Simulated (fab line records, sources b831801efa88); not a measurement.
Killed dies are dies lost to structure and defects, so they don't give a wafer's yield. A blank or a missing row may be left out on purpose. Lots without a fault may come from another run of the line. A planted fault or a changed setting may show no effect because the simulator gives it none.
fab line records | flow sky130
record lots=5 wafers=12 last_day=49
route steps=708 shown DNWELL@41 PWDE@45 NWELL@57 PAD_OPEN@708
lots that met no fault: from a run of the same line without faults
start_h: hours from the record's first day to the start of the lot's first wafer shown | wait_h: hours since the lot's step before | " the same as in the row above | L1.1+2: a row that stands for several wafers | - no value, or no start given | * or withheld: withheld | < > ~ a bound
route shown NAME@n: a module of which the file shows steps, and the number in the route of the first | usual: mean/standard deviation of fault-free wafers | same: alike in all rows | chamber/n: place in a boat | sites: the reading at each site | _std_site: their standard deviation | _edge_site: outer sites' mean less inner sites' | radius_mm: how far each site lies from the wafer's centre | mask NAME#n: copy n | behind: the tool/chamber that last shaped the wafer | hold: why the lot was held/for how many hours/how that ended | device: the transistor (n, p or np) that didn't switch | end of line: the same wafers' tests at the end of the route | a step without rows: its recipe alone | killed: dies lost to structure and defects at the first sort, not the wafer's yield | map: a wafer's dies, x killed, . not, _ none there
set.NAME: the setting as run; set.NAME@STEP: as run at that earlier step | model.NAME: the simulator's own value behind a step, which no gauge read
lots at some steps of the route; a table a step, a row a wafer
services: from which hour (start_h, from the record's first day; less than 0 if before it) a tool's chamber was out of use, for how many hours, and why
## steps
# step SKY_DNWELL_DEVELOP_06
# recipe wall_angle_deg=90 developer=TMAH develop_time_s=60 dev_temp_c=23
# step SKY_DNWELL_IMPLANT_07
# recipe species=P energy_kev=withheld dose_cm2=withheld tilt_deg=withheld
# step SKY_DNWELL_STRIP_08
# recipe chemistry=O2/N2 power_w=1400 pressure_mtorr=1500 platen_temp_c=withheld o2_flow_sccm=3000 n2_flow_sccm=300 overash_fraction=0.5
# step SKY_PWDE_DEHYDRATE_00
# recipe temp_c=200 time_s=60
# step SKY_PWDE_HMDS_01
# recipe prime_time_s=60 prime_temp_c=120
# step SKY_PWDE_COAT_02
# recipe spin_rpm=2000 resist_thk_nm=3000
# step SKY_PWDE_SOFTBAKE_03
# recipe temp_c=110 time_s=withheld
# step SKY_PWDE_EXPOSE_04
# recipe mask_id=PWDEM na=0.6 source_shape=conventional sigma_outer=0.6 polarization=unpolarized target_cd_nm=840 dose_mj=214
# step SKY_PWDE_PEB_05
# recipe temp_c=115 time_s=withheld
# step SKY_PWDE_DEVELOP_06
# recipe wall_angle_deg=90 developer=TMAH develop_time_s=60 dev_temp_c=23
# step SKY_PWDE_IMPLANT_08
# recipe species=B energy_kev=150 dose_cm2=3.6e+12 tilt_deg=withheld
# usual beam_on_s=9.99/0.2 end_station_pressure_torr=5.04e-06/2.7e-07 faraday_current_uA=20.3/0.4
# columns lot.wafer tool chamber start_h wait_h beam_on_s end_station_pressure_torr faraday_current_uA
L679.2 implanter-03 0 104.03 0.0 9.99 5.43e-06 20.3
L679.5 " 0 " " 9.63 5.03e-06 21.0
L679.6 " 0 " " 10.07 4.86e-06 20.2
L684.2 implanter-03 0 132.23 0.0 14.05 5.07e-06 14.5
L684.3 " 0 " " 9.93 4.6e-06 20.6
L687.2 implanter-03 0 146.82 0.0 14.30 4.8e-06 14.3
L687.5 " 0 " " 9.89 5.13e-06 20.6
L688.1 implanter-03 0 155.91 0.0 14.11 5.15e-06 14.3
L688.5 " 0 " " 10.06 4.75e-06 20.2
L692.2 implanter-02 0 178.77 0.0 9.98 4.89e-06 20.4
L692.4 " 0 " " 9.61 5.5e-06 21.1
L692.5 " 0 " " 9.83 4.66e-06 20.6
# step SKY_PWDE_STRIP_09
# recipe chemistry=O2/N2 power_w=1400 pressure_mtorr=1500 platen_temp_c=withheld o2_flow_sccm=3000 n2_flow_sccm=300 overash_fraction=0.5
# step SKY_PWDE_TW_MEAS_10
# usual PWDE_TW=375/3.2
# columns lot.wafer tool chamber start_h wait_h hold PWDE_TW
L679.2 film_metro-01 - 104.26 0.1 - 373
L679.5 " - " " - 374
L679.6 " - " " - 373
L684.2 film_metro-01 - 132.47 0.1 await_dispo/0.2h/release 415
L684.3 " - " " await_dispo/0.2h/release 373
L684.2 film_metro-01 - 132.81 0.3 - 416
L684.3 " - " " - 376
L687.2 film_metro-03 - 147.05 0.1 await_dispo/0.2h/release 416
L687.5 " - " " await_dispo/0.2h/release 373
L687.2 film_metro-03 - 147.33 0.3 - 417
L687.5 " - " " - 373
L688.1 film_metro-01 - 156.16 0.1 await_dispo/0.2h/release 417
L688.5 " - " " await_dispo/0.2h/release 373
L688.1 film_metro-01 - 156.38 0.2 - 416
L688.5 " - " " - 374
L692.2 film_metro-02 - 179.01 0.1 - 381
L692.4 " - " " - 381
L692.5 " - " " - 381
# step SKY_NWELL_HMDS_04
# recipe prime_time_s=60 prime_temp_c=120
# step SKY_NWELL_COAT_05
# recipe spin_rpm=2000 resist_thk_nm=3000
# step SKY_NWELL_SOFTBAKE_06
# recipe temp_c=110 time_s=withheld
# step SKY_NWELL_EXPOSE_07
# recipe mask_id=NWM na=0.6 source_shape=conventional sigma_outer=0.6 polarization=unpolarized target_cd_nm=840 dose_mj=255
# step SKY_NWELL_PEB_08
# recipe temp_c=115 time_s=withheld
# step SKY_NWELL_DEVELOP_09
# recipe wall_angle_deg=90 developer=TMAH develop_time_s=60 dev_temp_c=23
# step SKY_NWELL_IMPLANT_11
# recipe species=P energy_kev=400 dose_cm2=1.9e+13 tilt_deg=withheld
# step SKY_NWELL_IMPLANT_12
# recipe species=P energy_kev=120 dose_cm2=1.3e+12 tilt_deg=withheld
# step SKY_NWELL_IMPLANT_13
# recipe species=P energy_kev=50 dose_cm2=7e+11 tilt_deg=withheld
# step SKY_NWELL_STRIP_14
# recipe chemistry=O2/N2 power_w=1400 pressure_mtorr=1500 platen_temp_c=withheld o2_flow_sccm=3000 n2_flow_sccm=300 overash_fraction=0.5
# step SKY_NWELL_DEHYDRATE_16
# recipe temp_c=200 time_s=60
# step SKY_NWELL_HMDS_17
# recipe prime_time_s=60 prime_temp_c=120
# step SKY_NWELL_COAT_18
# recipe spin_rpm=2000 resist_thk_nm=3000
# step SKY_NWELL_SOFTBAKE_19
# recipe temp_c=110 time_s=withheld
# step SKY_NWELL_EXPOSE_20
# recipe mask_id=NWM_COMPLEMENT na=0.6 source_shape=conventional sigma_outer=0.6 polarization=unpolarized target_cd_nm=840 dose_mj=260
# step SKY_NWELL_PEB_21
# recipe temp_c=115 time_s=withheld
# step SKY_NWELL_DEVELOP_22
# recipe wall_angle_deg=90 developer=TMAH develop_time_s=60 dev_temp_c=23
# step SKY_NWELL_IMPLANT_24
# recipe species=B energy_kev=140 dose_cm2=9.2e+12 tilt_deg=withheld
# step SKY_NWELL_STRIP_25
# recipe chemistry=O2/N2 power_w=1400 pressure_mtorr=1500 platen_temp_c=withheld o2_flow_sccm=3000 n2_flow_sccm=300 overash_fraction=0.5
# step SKY_NWELL_CLEAN_27
# recipe chemistry=SC1/SC2 mix=1:4:20 temp_c=70 time_s=150 dry=n2_spin
# step SKY_NWELL_RTA_28
# recipe temp_c=1050 time_s=30 idle_temp_c=650 ramp_up_c_per_s=150 ramp_down_c_per_s=90 ambient=N2
# step SKY_NWELL_RS_MEAS_31
# recipe thk_meas_gauge=four-point-probe
# usual PWDE_RS=5280/22
# columns lot.wafer tool chamber start_h wait_h hold PWDE_RS[ohm/sq]
L679.2 film_metro-02 - 143.07 0.1 - 5293
L679.5 " - " " - 5304
L679.6 " - " " - 5283
L684.2 film_metro-01 - 172.42 0.1 await_dispo/0.2h/release 4011
L684.3 " - " " await_dispo/0.2h/release 5314
L684.2 film_metro-01 - 172.71 0.3 - 4023
L684.3 " - " " - 5305
L687.2 film_metro-02 - 189.62 0.1 await_dispo/0.2h/release 3997
L687.5 " - " " await_dispo/0.2h/release 5283
L687.2 film_metro-02 - 189.91 0.3 - 4002
L687.5 " - " " - 5280
L688.1 film_metro-01 - 198.84 0.1 await_dispo/0.2h/release 4013
L688.5 " - " " await_dispo/0.2h/release 5284
L688.1 film_metro-01 - 199.13 0.3 - 4016
L688.5 " - " " - 5287
L692.2 film_metro-03 - 224.96 0.1 - 5243
L692.4 " - " " - 5249
L692.5 " - " " - 5256
# step SKY_PAD_OPEN_PROBE_99
# usual killed_at_M0_to_M3=43/6.6 killed_at_M4_up=3.2/1.8 killed_at_contacts=24/5 killed_at_front_end=15/4.5 killed_at_other=0.2/0.46 killed_dies=86/8.8 killed_open=48/6.6 killed_short=38/6.1
# same gross_dies=492 killed_at_back_side=0
# columns lot.wafer tool chamber start_h wait_h hold killed_at_M0_to_M3 killed_at_M4_up killed_at_contacts killed_at_front_end killed_at_other killed_dies killed_open killed_short model.etest.res_p_drift_20v.line_ohm_um model.etest.res_p_drift_20v.rs_ohm_sq model.etest.res_pwde_under_gate.rs_ohm_sq
L679.2 prober-02 - 1113.98 0.1 - 39 4 19 15 1 78 44 34 1.136e+04 9251 6312
L679.5 prober-02 - 1114.13 0.2 - 37 5 28 21 0 91 48 43 1.098e+04 9221 6338
L679.6 prober-02 - 1114.18 0.2 - 43 2 24 16 1 86 50 36 1.092e+04 9097 6307
L684.2 prober-02 - 1148.85 0.1 - 45 5 17 13 0 80 40 40 8344 6991 4500
L684.3 prober-02 - 1148.90 0.2 - 49 1 32 13 0 95 58 37 1.169e+04 9791 6255
L688.1 prober-01 - 1181.58 0.1 await_dispo/4.9h/release 44 1 17 17 0 79 39 40 8396 7145 4461
L688.5 prober-01 - 1181.78 0.2 await_dispo/4.9h/release 44 3 24 16 0 87 47 40 1.12e+04 9259 6125
L687.2 prober-01 - 1183.31 0.1 await_dispo/4.4h/release 40 1 30 15 0 86 53 33 8367 6956 4429
L687.5 prober-01 - 1183.46 0.2 await_dispo/4.4h/release 49 4 29 11 0 93 60 33 1.142e+04 9292 6194
L692.2 prober-02 - 1186.73 0.1 - 44 6 22 15 0 87 47 40 1.152e+04 9583 6202
L692.4 prober-02 - 1186.83 0.2 - 25 6 23 13 0 67 38 29 1.124e+04 9357 6211
L692.5 prober-02 - 1186.88 0.2 - 53 5 24 10 0 92 50 42 1.135e+04 9449 6266
# killed by level:class
L679.2 VIA1:geometric_particle:open=12 CONTACT:geometric_particle:open=7 VIA3:geometric_particle:open=6 METAL1:geometric_particle:short=5 VIA1:geometric_particle:short=5 FIELD_ISO:geometric_particle:open=4 FIELD_ISO:geometric_particle:short=4 LI_CONTACT:geometric_particle:open=4
L679.5 VIA1:geometric_particle:open=10 LI_CONTACT:geometric_particle:open=9 VIA2:geometric_particle:open=8 METAL2:geometric_particle:short=7 LOCAL_INTERCONNECT:geometric_particle:short=6 CONTACT:geometric_particle:open=6 POLY_GATE:geometric_particle:short=5 FIELD_ISO:geometric_particle:open=4
L679.6 FIELD_ISO:geometric_particle:open=8 VIA1:geometric_particle:open=8 VIA2:geometric_particle:open=8 LI_CONTACT:geometric_particle:open=7 CONTACT:geometric_particle:open=7 VIA3:geometric_particle:open=6 VIA1:geometric_particle:short=6 CONTACT:geometric_particle:short=5
L684.2 VIA1:geometric_particle:open=13 LI_CONTACT:geometric_particle:open=6 VIA1:geometric_particle:short=6 CONTACT:geometric_particle:short=5 METAL2:geometric_particle:short=5 VIA2:geometric_particle:open=5 FIELD_ISO:geometric_particle:short=4 VIA3:geometric_particle:short=4
L684.3 LI_CONTACT:geometric_particle:open=14 VIA1:geometric_particle:open=14 METAL2:geometric_particle:short=9 VIA3:geometric_particle:open=8 POLY_GATE:geometric_particle:open=7 CONTACT:geometric_particle:open=6 LI_CONTACT:geometric_particle:short=6 METAL3:geometric_particle:short=6
L688.1 CONTACT:geometric_particle:open=9 METAL1:geometric_particle:short=8 METAL2:geometric_particle:short=8 VIA1:geometric_particle:open=6 VIA2:geometric_particle:open=6 FIELD_ISO:geometric_particle:open=4 VIA1:geometric_particle:short=4 METAL3:geometric_particle:short=4
L688.5 METAL2:geometric_particle:short=12 VIA2:geometric_particle:open=8 CONTACT:geometric_particle:open=7 LI_CONTACT:geometric_particle:open=6 CONTACT:geometric_particle:short=6 VIA3:geometric_particle:open=6 FIELD_ISO:geometric_particle:open=5 VIA1:geometric_particle:open=5
L687.2 CONTACT:geometric_particle:open=15 VIA1:geometric_particle:open=10 CONTACT:geometric_particle:short=7 FIELD_ISO:geometric_particle:open=6 VIA3:geometric_particle:short=6 VIA3:geometric_particle:open=6 LI_CONTACT:geometric_particle:open=5 VIA2:geometric_particle:open=5
L687.5 CONTACT:geometric_particle:open=12 VIA2:geometric_particle:open=12 VIA1:geometric_particle:open=11 LI_CONTACT:geometric_particle:open=10 METAL1:geometric_particle:short=6 METAL2:geometric_particle:short=5 FIELD_ISO:geometric_particle:open=4 POLY_GATE:geometric_particle:open=4
L692.2 FIELD_ISO:geometric_particle:open=9 VIA2:geometric_particle:open=9 CONTACT:geometric_particle:open=8 VIA1:geometric_particle:open=8 LI_CONTACT:geometric_particle:open=6 METAL2:geometric_particle:short=6 METAL4:geometric_particle:short=6 CONTACT:geometric_particle:short=5
L692.4 CONTACT:geometric_particle:open=8 LI_CONTACT:geometric_particle:open=6 VIA2:geometric_particle:open=5 FIELD_ISO:geometric_particle:open=4 POLY_GATE:geometric_particle:short=4 METAL4:geometric_particle:short=4 CONTACT:geometric_particle:short=4 METAL1:geometric_particle:open=4
L692.5 METAL1:geometric_particle:short=9 VIA1:geometric_particle:open=9 VIA3:geometric_particle:open=9 LI_CONTACT:geometric_particle:open=8 CONTACT:geometric_particle:open=8 VIA2:geometric_particle:open=7 VIA1:geometric_particle:short=6 LOCAL_INTERCONNECT:geometric_particle:short=5
# map L684.3 (x killed, . not)
__________......xx.._________
________...x.........._______
______...x......x.....x._____
_____...x................____
____...x.....x.x.x..x.....___
___.............x.....x.xx.__
__x.xx...x....xx............_
_xx...xx.....xxx.x...xx..x...
_..x.....x......x............
_...x....xx...x..x....x....xx
_.x......x.x....x............
_.........xx..xx.x......x.xx.
_........x........x..........
_.x......x....x....x.........
_...xx.xx......x.........x.x.
__......x....x.............x_
___x.....xx.....x......x.x.__
____...x..x....x....x.....___
_____.x....x......x......____
______xx...x....xx...x.._____
________.......xxx...._______
__________.x........_________
# map L687.5 (x killed, . not)
__________.x......x._________
________.........x.x.._______
______...............xx._____
_____xx.xx.x.x...........____
____...x.............x...x___
___.........x......x..x....__
__x...x..x....x............._
_.........x.....x.x.......x..
_x....x.x......x..x..x.......
_x..x..x........xx...x..xxxx.
_.........x...x.xxx......x...
_...x.xx.x.x....x.x.......x..
_.x..x..........xx...........
_.x....x........x............
_..........xx.....x.......xx.
__xx..x.........xxx....x...._
___...............x.x..x...__
____....................x.___
_____.....x...x.....x..x.____
______....xx......x....x_____
________.....x.x.....x_______
__________x.x.....x._________
## services
# columns tool chamber start_h hours kind
implanter-03 - 111.64 3.8 repair
implanter-02 - 153.53 9.4 repair
implanter-02 - 153.93 1.7 repair
implanter-02 - 162.88 9.9 pm
## key
first_sign step=SKY_PWDE_IMPLANT_08 reading=beam_on_s direction=up sigmas=21 usual=9.99 struck=14.15
effect step=SKY_PWDE_IMPLANT_08 reading=faraday_current_uA direction=down sigmas=15 usual=20.3 struck=14.4
effect step=SKY_PWDE_TW_MEAS_10 reading=visit direction=added
effect step=SKY_PWDE_TW_MEAS_10 reading=PWDE_TW direction=up sigmas=13 usual=375 struck=416
effect step=SKY_NWELL_RS_MEAS_31 reading=PWDE_RS direction=down sigmas=57 usual=5280 struck=4007
effect step=SKY_PAD_OPEN_PROBE_99 reading=hold direction=added
model_effect step=SKY_PAD_OPEN_PROBE_99 value=etest.res_p_drift_20v.line_ohm_um without=1.149e+04 struck=8369
met_at SKY_PWDE_IMPLANT_08
struck_wafers L684.2,L687.2,L688.1
tester_left_out L684,L687,L688
onset_between 104.03 132.23
fault kind=process_parameter_drift tool=implanter-03 chamber=- onset_h=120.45 steps=SKY_PWDE_IMPLANT_08 channel=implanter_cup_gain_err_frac offset=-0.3 shape=step end_h=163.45 scope=struck_wafers_only
# tester_left_out: of these lots the tester's yield and bins aren't shown, on N5 and GAA mostly nor the transistor test; their killed dies are dies lost to structure and defects alone, not to doping, threshold or leakage, so they don't give the yield
